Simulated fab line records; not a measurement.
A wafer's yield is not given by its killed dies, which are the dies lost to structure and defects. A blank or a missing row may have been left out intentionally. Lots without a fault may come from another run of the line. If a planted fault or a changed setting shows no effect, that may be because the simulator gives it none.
fab line records	flow sky130
record: lots: 14	wafers: 42	last_day: 51
route steps=708 shown FIELD_ISO@1 VT_ADJUST_LVTN@103 POLY_GATE@235 LDD_HVP@287
lots untouched by any fault: they come from a run of this same line in which no faults occurred
start_h: start of the lot's first displayed wafer, in hours after the record's first day	wait_h: hours from the lot's prior step to this one	" same as the row above	L1.1+2: one row covering several wafers at once	- no value, or no start was given	* or withheld: withheld	< > ~ a bound
route shown NAME@n: NAME is a module with steps in the file, n the number in the route of the first one	usual: mean/standard deviation of fault-free wafers	same: alike in all rows	chamber/n: place in a boat	sites: each site's reading	_std_site: standard deviation of those values	_edge_site: mean of outer sites minus mean of inner sites	radius_mm: for every site, how far away it sits from the centre of the wafer	mask NAME#n: copy n	behind: the most recent tool/chamber to have shaped the wafer	hold: cause of the lot's hold/its duration in hours/its outcome	device: whichever transistor did not switch (one of n, p or np)	end of line: tests of these same wafers at the route's end	a step given without rows: its recipe and nothing more	killed: dies that structure and defects cost at the first sort, which is not the same as the wafer's yield	map: a wafer's dies, marking killed ones x, the rest . and places with no die _
set.NAME: the setting the step ran with; set.NAME@STEP: the setting that earlier step ran with	model.NAME: the simulator's own value behind a step, which no gauge read
steps of the route over a sample of lots; a table a step, a row a wafer
services: from which hour (start_h, from the record's first day; less than 0 if before it) a tool's chamber was out of use, for how many hours, and why
== steps ==
step: SKY_FIELD_ISO_BOW_MEAS_00
recipe: mode: bow
usual: INCOMING_BOW: -1/6.9
lot.wafer	tool	chamber	start_h	wait_h	INCOMING_BOW[um]
L860.2	film_metro-02	-	10.02	-	-4
L860.3	"	-	"	"	-3
L860.6	"	-	"	"	5
L861.4	film_metro-02	-	15.06	-	3
L861.5	"	-	"	"	5
L861.6	"	-	"	"	-11
L862.1	film_metro-04	-	20.00	-	-9
L862.2	"	-	"	"	-10
L862.5	"	-	"	"	9
L864.3	film_metro-04	-	30.04	-	-2
L864.4	"	-	"	"	3
L864.6	"	-	"	"	13
L865.4	film_metro-02	-	35.06	-	-2
L865.5	"	-	"	"	2
L865.6	"	-	"	"	-1
L866.1	film_metro-02	-	40.00	-	-2
L866.4	"	-	"	"	7
L866.5	"	-	"	"	-6
L868.3	film_metro-02	-	50.04	-	4
L868.5	"	-	"	"	-5
L868.6	"	-	"	"	4
L870.1	film_metro-04	-	60.00	-	6
L870.3	"	-	"	"	5
L870.5	"	-	"	"	4
L873.2	film_metro-04	-	75.02	-	-2
L873.4	"	-	"	"	2
L873.6	"	-	"	"	-9
L877.2	film_metro-04	-	95.02	-	-5
L877.3	"	-	"	"	-7
L877.5	"	-	"	"	-10
L878.2	film_metro-04	-	100.05	-	-7
L878.4	"	-	"	"	2
L878.5	"	-	"	"	-13
L879.2	film_metro-03	-	105.02	-	-6
L879.3	"	-	"	"	-4
L879.6	"	-	"	"	0
L881.1	film_metro-04	-	115.00	-	0
L881.5	"	-	"	"	-8
L881.6	"	-	"	"	-6
L882.1	film_metro-04	-	120.00	-	-11
L882.2	"	-	"	"	6
L882.6	"	-	"	"	4
step: SKY_VT_ADJUST_LVTN_DEVELOP_06
recipe: wall_angle_deg: 90	developer: TMAH	develop_time_s: 60	dev_temp_c: 23
usual: chill_plate_temp_C: 23.01/0.1	resist_line_temp_C: 22.99/0.11
lot.wafer	tool	chamber	start_h	wait_h	chill_plate_temp_C	resist_line_temp_C
L860.2	litho_track-02	0	138	-	22.87	23.17
L860.3	"	0	"	"	22.94	22.95
L860.6	"	0	"	"	23.01	22.82
L861.4	litho_track-01	0	148	-	23.10	22.90
L861.5	"	0	"	"	23.16	22.93
L861.6	"	0	"	"	23.09	22.95
L862.1	litho_track-01	0	154	-	22.98	23.15
L862.2	"	0	"	"	22.96	23.03
L862.5	"	0	"	"	22.81	23.15
L864.3	litho_track-02	0	165	-	22.96	22.88
L864.4	"	0	"	"	23.10	22.80
L864.6	"	0	"	"	22.99	22.96
L865.4	litho_track-04	0	172	-	22.98	23.07
L865.5	"	0	"	"	22.86	23.02
L865.6	"	0	"	"	23.05	23.05
L866.1	litho_track-02	0	178	-	23.01	22.93
L866.4	"	0	179	-	23.19	22.93
L866.5	"	0	"	"	22.93	23.04
L868.3	litho_track-02	0	190	-	22.94	22.94
L868.5	"	0	"	"	22.96	22.93
L868.6	"	0	"	"	23.03	22.90
L870.1	litho_track-01	0	206	-	23.01	23.18
L870.3	"	0	"	"	22.99	23.05
L870.5	"	0	"	"	23.00	23.14
L873.2	litho_track-01	0	224	-	23.18	22.96
L873.4	"	0	225	-	23.03	23.07
L873.6	"	0	"	"	23.20	23.09
L877.2	litho_track-04	0	255	-	22.89	23.03
L877.3	"	0	"	"	22.90	23.01
L877.5	"	0	"	"	22.85	23.18
L878.2	litho_track-04	0	261	-	22.84	22.87
L878.4	"	0	"	"	22.96	22.98
L878.5	"	0	"	"	22.91	23.04
L879.2	litho_track-04	0	265	-	22.95	22.98
L879.3	"	0	"	"	23.07	22.96
L879.6	"	0	"	"	23.00	22.97
L881.1	litho_track-01	0	280	-	23.16	23.08
L881.5	"	0	"	"	23.14	22.77
L881.6	"	0	281	-	22.99	22.90
L882.1	litho_track-02	0	308	-	23.13	22.93
L882.2	"	0	"	"	23.17	22.92
L882.6	"	0	"	"	23.07	23.10
step: SKY_VT_ADJUST_LVTN_OVL_MEAS_07
usual: VT_ADJUST_LVTN_OVL: 1.1/1.5
lot.wafer	tool	chamber	start_h	wait_h	VT_ADJUST_LVTN_OVL[nm]
L860.2	overlay-01	-	138.52	-	-0.5
L860.3	"	-	"	"	1.7
L860.6	"	-	"	"	0.8
L861.4	overlay-01	-	148.70	-	1.3
L861.5	"	-	"	"	1.5
L861.6	"	-	"	"	1.8
L862.1	overlay-01	-	154.33	-	1.6
L862.2	"	-	"	"	1.1
L862.5	"	-	"	"	2.4
L864.3	overlay-02	-	166.03	-	1.6
L864.4	"	-	"	"	-0.6
L864.6	"	-	"	"	2.8
L865.4	overlay-02	-	172.68	-	3.5
L865.5	"	-	"	"	1.3
L865.6	"	-	"	"	4.6
L866.1	overlay-02	-	179.12	-	2.6
L866.4	"	-	"	"	3.4
L866.5	"	-	"	"	1.8
L868.3	overlay-02	-	190.28	-	1.0
L868.5	"	-	"	"	1.9
L868.6	"	-	"	"	2.5
L870.1	overlay-01	-	206.98	-	1.5
L870.3	"	-	"	"	0.5
L870.5	"	-	"	"	-0.4
L873.2	overlay-02	-	225.09	-	0.0
L873.4	"	-	"	"	1.3
L873.6	"	-	"	"	0.3
L877.2	overlay-01	-	255.32	-	1.4
L877.3	"	-	"	"	1.5
L877.5	"	-	"	"	1.0
L878.2	overlay-02	-	261.67	-	-
L878.4	"	-	"	"	-
L878.5	"	-	"	"	-
L879.2	overlay-01	-	265.77	-	-
L879.3	"	-	"	"	-
L879.6	"	-	"	"	-
L881.1	overlay-01	-	281.03	-	1.2
L881.5	"	-	"	"	1.0
L881.6	"	-	"	"	1.1
L882.1	overlay-02	-	308.56	-	2.4
L882.2	"	-	"	"	3.1
L882.6	"	-	"	"	1.7
step: SKY_VT_ADJUST_LVTN_TW_MEAS_10
usual: VT_ADJUST_LVTN_TW: 244.8/2.4
lot.wafer	tool	chamber	start_h	wait_h	VT_ADJUST_LVTN_TW
L860.2	film_metro-03	-	138.81	0.1	244.5
L860.3	"	-	"	"	244.9
L860.6	"	-	"	"	245.6
L861.4	film_metro-01	-	149.00	0.1	245.5
L861.5	"	-	"	"	244.9
L861.6	"	-	"	"	245.3
L862.1	film_metro-03	-	154.62	0.1	247.4
L862.2	"	-	"	"	246.5
L862.5	"	-	"	"	247.3
L864.3	film_metro-01	-	166.32	0.1	243.4
L864.4	"	-	"	"	244.9
L864.6	"	-	"	"	243.6
L865.4	film_metro-01	-	172.98	0.1	245.0
L865.5	"	-	"	"	245.6
L865.6	"	-	"	"	245.2
L866.1	film_metro-03	-	179.40	0.1	245.3
L866.4	"	-	"	"	245.5
L866.5	"	-	"	"	245.7
L868.3	film_metro-03	-	190.57	0.1	246.3
L868.5	"	-	"	"	245.7
L868.6	"	-	"	"	244.7
L870.1	film_metro-03	-	207.27	0.1	245.4
L870.3	"	-	"	"	245.7
L870.5	"	-	"	"	246.6
L873.2	film_metro-03	-	225.38	0.1	247.5
L873.4	"	-	"	"	247.8
L873.6	"	-	"	"	247.6
L877.2	film_metro-03	-	255.61	0.1	247.3
L877.3	"	-	"	"	247.7
L877.5	"	-	"	"	248.8
L878.2	film_metro-03	-	261.96	0.1	30.7
L878.4	"	-	"	"	30.7
L878.5	"	-	"	"	30.7
L879.2	film_metro-01	-	266.06	0.1	30.4
L879.3	"	-	"	"	30.4
L879.6	"	-	"	"	30.3
L881.1	film_metro-03	-	281.31	0.1	245.7
L881.5	"	-	"	"	246.5
L881.6	"	-	"	"	245.9
L882.1	film_metro-03	-	308.85	0.1	244.4
L882.2	"	-	"	"	245.5
L882.6	"	-	"	"	245.5
step: SKY_POLY_GATE_THK_MEAS_21
recipe: reads: SiO2_of_POLY_GATE_OXIDATION_20
usual: POLY_GATE_OXIDATION_THK: 4.01/0.082
lot.wafer	tool	chamber	start_h	wait_h	POLY_GATE_OXIDATION_THK[nm]
L860.2	film_metro-02	-	361.84	0.0	3.99
L860.3	"	-	"	"	4.08
L860.6	"	-	"	"	3.99
L861.4	film_metro-04	-	379.95	0.0	4.00
L861.5	"	-	"	"	4.01
L861.6	"	-	"	"	4.00
L862.1	film_metro-02	-	383.74	0.0	4.03
L862.2	"	-	"	"	3.98
L862.5	"	-	"	"	3.98
L864.3	film_metro-04	-	410.55	0.0	4.09
L864.4	"	-	"	"	3.97
L864.6	"	-	"	"	4.05
L865.4	film_metro-02	-	418.71	0.0	4.07
L865.5	"	-	"	"	4.09
L865.6	"	-	"	"	4.09
L866.1	film_metro-01	-	432.73	0.0	4.02
L866.4	"	-	"	"	4.06
L866.5	"	-	"	"	4.07
L868.3	film_metro-01	-	441.78	0.0	4.03
L868.5	"	-	"	"	3.98
L868.6	"	-	"	"	4.03
L870.1	film_metro-02	-	464.81	0.0	4.00
L870.3	"	-	"	"	4.00
L870.5	"	-	"	"	3.99
L873.2	film_metro-04	-	489.70	0.0	3.94
L873.4	"	-	"	"	3.97
L873.6	"	-	"	"	3.88
L877.2	film_metro-04	-	528.12	0.0	3.87
L877.3	"	-	"	"	3.89
L877.5	"	-	"	"	3.91
L878.2	film_metro-04	-	537.32	0.0	3.93
L878.4	"	-	"	"	3.96
L878.5	"	-	"	"	3.94
L879.2	film_metro-04	-	538.99	0.0	4.11
L879.3	"	-	"	"	4.16
L879.6	"	-	"	"	3.98
L881.1	film_metro-01	-	555.12	0.0	3.85
L881.5	"	-	"	"	3.85
L881.6	"	-	"	"	3.94
L882.1	film_metro-01	-	618.51	0.0	4.02
L882.2	"	-	"	"	4.05
L882.6	"	-	"	"	4.00
step: SKY_LDD_HVP_STRIP_09
recipe: chemistry: O2/N2	power_w: 1400	pressure_mtorr: 1500	platen_temp_c: withheld	o2_flow_sccm: 3000	n2_flow_sccm: 300	overash_fraction: 0.5
usual: drypump_motor_current_A: 5.8/0.43	n2_flow_sccm: 300.0/0.85	oes_product_au: 0.409/0.0045	strip_time_to_endpoint_s: 4.136/0.016
lot.wafer	tool	chamber	start_h	wait_h	drypump_motor_current_A	n2_flow_sccm	oes_product_au	rf_hours_counter_h	strip_time_to_endpoint_s
L860.2	plasma_asher-02	0	483.30	0.1	6.1	300.0	0.404	65	4.127
L860.3	"	1	"	"	6.2	300.1	0.415	-	4.108
L860.6	"	1	"	"	6.2	300.1	0.414	-	4.130
L861.4	plasma_asher-01	0	503.73	0.1	6.3	301.1	0.412	-	4.113
L861.5	"	0	"	"	6.3	300.2	0.419	-	4.159
L861.6	"	1	"	"	5.7	300.2	0.403	-	4.119
L862.1	plasma_asher-04	0	507.46	0.1	5.1	301.0	0.410	39	4.126
L862.2	"	1	"	"	5.6	299.1	0.404	39	4.124
L862.5	"	1	"	"	5.6	298.7	0.404	-	4.106
L864.3	plasma_asher-01	1	536.03	0.1	5.6	299.8	0.409	-	4.137
L864.4	"	0	"	"	6.3	299.2	0.408	-	4.110
L864.6	"	1	"	"	5.6	299.8	0.406	-	4.148
L865.4	plasma_asher-04	1	544.95	0.1	5.6	301.1	0.418	-	4.140
L865.5	"	1	"	"	5.6	301.4	0.407	-	4.146
L865.6	"	0	"	"	5.1	298.8	0.414	-	4.137
L866.1	plasma_asher-01	1	558.56	0.1	5.6	300.6	0.404	13	4.139
L866.4	"	0	"	"	6.3	300.5	0.403	-	4.142
L866.5	"	0	"	"	6.3	300.1	0.404	-	4.144
L868.3	plasma_asher-04	0	567.08	0.1	5.1	300.0	0.408	-	4.142
L868.5	"	1	"	"	5.6	300.7	0.414	-	4.152
L868.6	"	0	"	"	5.1	299.9	0.410	-	4.143
L870.1	plasma_asher-01	0	588.78	0.1	6.3	298.4	0.410	17	4.145
L870.3	"	1	"	"	5.6	300.2	0.405	-	4.156
L870.5	"	1	"	"	5.6	300.8	0.411	-	4.158
L873.2	plasma_asher-01	0	611.65	0.1	6.3	299.7	0.403	19	4.130
L873.4	"	1	"	"	5.6	301.1	0.412	-	4.147
L873.6	"	1	"	"	5.6	301.0	0.417	-	4.137
L877.2	plasma_asher-01	1	649.06	0.1	5.6	297.9	0.403	22	4.134
L877.3	"	1	"	"	5.6	297.7	0.406	-	4.108
L877.5	"	0	"	"	6.3	300.1	0.403	-	4.117
L878.2	plasma_asher-01	0	656.40	0.1	6.3	299.6	0.408	23	4.102
L878.4	"	0	"	"	6.3	300.4	0.411	-	4.129
L878.5	"	0	"	"	6.3	301.2	0.407	-	4.112
L879.2	plasma_asher-01	1	657.65	0.1	5.6	300.3	0.405	23	4.148
L879.3	"	0	"	"	6.3	301.1	0.422	-	4.141
L879.6	"	0	"	"	6.3	299.9	0.409	-	4.150
L881.1	plasma_asher-04	1	673.61	0.1	5.6	300.9	0.408	55	4.103
L881.5	"	0	"	"	5.0	300.0	0.405	-	4.123
L881.6	"	1	"	"	5.6	300.9	0.403	-	4.094
L882.1	plasma_asher-04	1	733.20	0.1	5.6	299.7	0.406	61	4.141
L882.2	"	0	"	"	5.1	300.2	0.411	61	4.146
L882.6	"	1	"	"	5.6	299.8	0.410	-	4.146
== services ==
tool	chamber	start_h	hours	kind
plasma_asher-04	0	117.75	-	clean
plasma_asher-04	1	117.75	-	clean
plasma_asher-04	-	133.37	2.8	pm
plasma_asher-01	-	172.80	12.2	repair
plasma_asher-02	-	241.67	2.8	pm
plasma_asher-04	-	259.26	4.3	repair
plasma_asher-02	-	276.93	1.6	repair
plasma_asher-02	-	283.88	7.5	repair
plasma_asher-04	-	348.37	1.6	repair
plasma_asher-01	-	421.25	9.0	pm
plasma_asher-01	0	421.25	9.0	vent_cycle
plasma_asher-01	1	421.25	9.0	vent_cycle
plasma_asher-02	-	425.63	6.0	repair
plasma_asher-01	0	430.25	-	clean
plasma_asher-01	1	430.25	-	clean
litho_track-04	-	439.55	-	consumable_replace:filter
plasma_asher-04	-	580.10	2.1	repair
litho_track-02	-	614.88	-	consumable_replace:filter
plasma_asher-04	-	655.07	10.0	repair
plasma_asher-01	-	671.22	15.6	pm
== key ==
first_sign: step: SKY_VT_ADJUST_LVTN_OVL_MEAS_07	reading: VT_ADJUST_LVTN_OVL	direction: missing
effect: step: SKY_VT_ADJUST_LVTN_TW_MEAS_10	reading: VT_ADJUST_LVTN_TW	direction: down	sigmas: 90	usual: 244.8	struck: 30.5
met_at SKY_VT_ADJUST_LVTN_DEVELOP_06
struck_lots L878,L879
sort_left_out L878.2,L878.4,L878.5,L879.2,L879.3,L879.6
tester_left_out L878,L879
not_acting_at SKY_FIELD_ISO_BOW_MEAS_00,SKY_POLY_GATE_THK_MEAS_21,SKY_LDD_HVP_STRIP_09
onset_between 255 261
fault: kind: process_parameter_drift	tool: litho_track-04	chamber: -	onset_h: 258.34	steps: SKY_VT_ADJUST_LVTN_DEVELOP_06	channel: develop_time_s	offset: *	shape: step	end_h: 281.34	acts_in: *	stated: *
tester_left_out: of these lots the tester's yield and bins aren't shown, on N5 and GAA mostly nor the transistor test; their killed dies are dies lost to structure and defects alone, not to doping, threshold or leakage, so they don't give the yield
sort_left_out: the simulated sort isn't trusted on such a fault, so these wafers' sort isn't shown, and their yield isn't known
